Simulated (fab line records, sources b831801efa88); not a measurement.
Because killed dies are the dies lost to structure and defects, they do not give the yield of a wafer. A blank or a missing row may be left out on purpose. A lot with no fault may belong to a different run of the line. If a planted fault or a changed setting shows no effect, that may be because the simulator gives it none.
The same fault as seen by 2 desks ; flow sky130 ; each desk holds nothing but its own numbers, with what lay behind them at the end

== THE TOOL OWNER'S DESK: krfScanner-01 ==
The tool's own readings at SKY_VIA3_EXPOSE_09 (exposes mask VIM3, target cd 200 nm): means of the sampled wafers that have a number, for each lot that ran on this tool. A lot is out of limits, marked OUT, if its mean lies more than 4 standard deviations from the usual mean; the brackets give that distance.
Columns: A = exposureDoseMJCm2 at SKY_VIA3_EXPOSE_09, usual 37.89; B = focusOffsetNm at SKY_VIA3_EXPOSE_09, usual -0.1 nm
lot;first seen here;A;B
L702;day 38 22:19;37.86;-0.1
L706;day 40 04:03;37.90;-0.6
L708;day 41 09:10;37.92;0.2
L715;day 43 09:32;37.91;-0.8
L719;day 44 12:17;37.81;0.1
L721;day 44 17:21;37.90;0.0
L722;day 45 12:00;37.93;-0.8
L724;day 45 16:05;37.90;0.1
L723;day 45 16:13;37.90;-0.9
L725;day 45 18:24;37.85;-0.2
This desk's verdict: no lot among the 10 shows anything out of limits.

== THE METROLOGY DESK ==
What the gauges read for every lot (on any tool): the sampled wafers with a number, averaged. A lot is out of limits, marked OUT, if its mean lies more than 4 standard deviations from the usual mean; the brackets give that distance.
Columns: A = cdNm at SKY_METAL3_CD_MEAS_13, usual 300.3 nm; B = VIA3_HDPCVD_THK at SKY_VIA3_THK_MEAS_01, usual 1634 nm; C = VIA3_BOW at SKY_VIA3_BOW_MEAS_03, usual 80 um
lot;first seen here;A;B;C
L702;day 38 07:49;302.3;1635;81
L704;day 39 00:02;298.8;1604;83
L706;day 39 13:40;302.1;1630;80
L707;day 40 15:25;301.7;1644;82
L708;day 40 19:59;300.2;1645;87
L709;day 40 22:00;299.7;1637;74
L710;day 41 01:08;298.7;1661;77
L715;day 42 20:47;300.7;1643;71
L719;day 43 23:06;301.1;1636;80
L721;day 44 02:03;302.8;1616;87
L722;day 44 23:27;298.8;1634;87
L724;day 45 02:52;299.0;1652;69
L723;day 45 03:13;298.1;1633;79
L725;day 45 05:01;300.6;1637;78
This desk's verdict: no lot among the 14 shows anything out of limits.

== BROUGHT TOGETHER ==
The tool owner's desk saw nothing out of limits.
Metrology desk: nothing out of limits seen.

== WHAT THE SIMULATOR HAD PUT IN ==
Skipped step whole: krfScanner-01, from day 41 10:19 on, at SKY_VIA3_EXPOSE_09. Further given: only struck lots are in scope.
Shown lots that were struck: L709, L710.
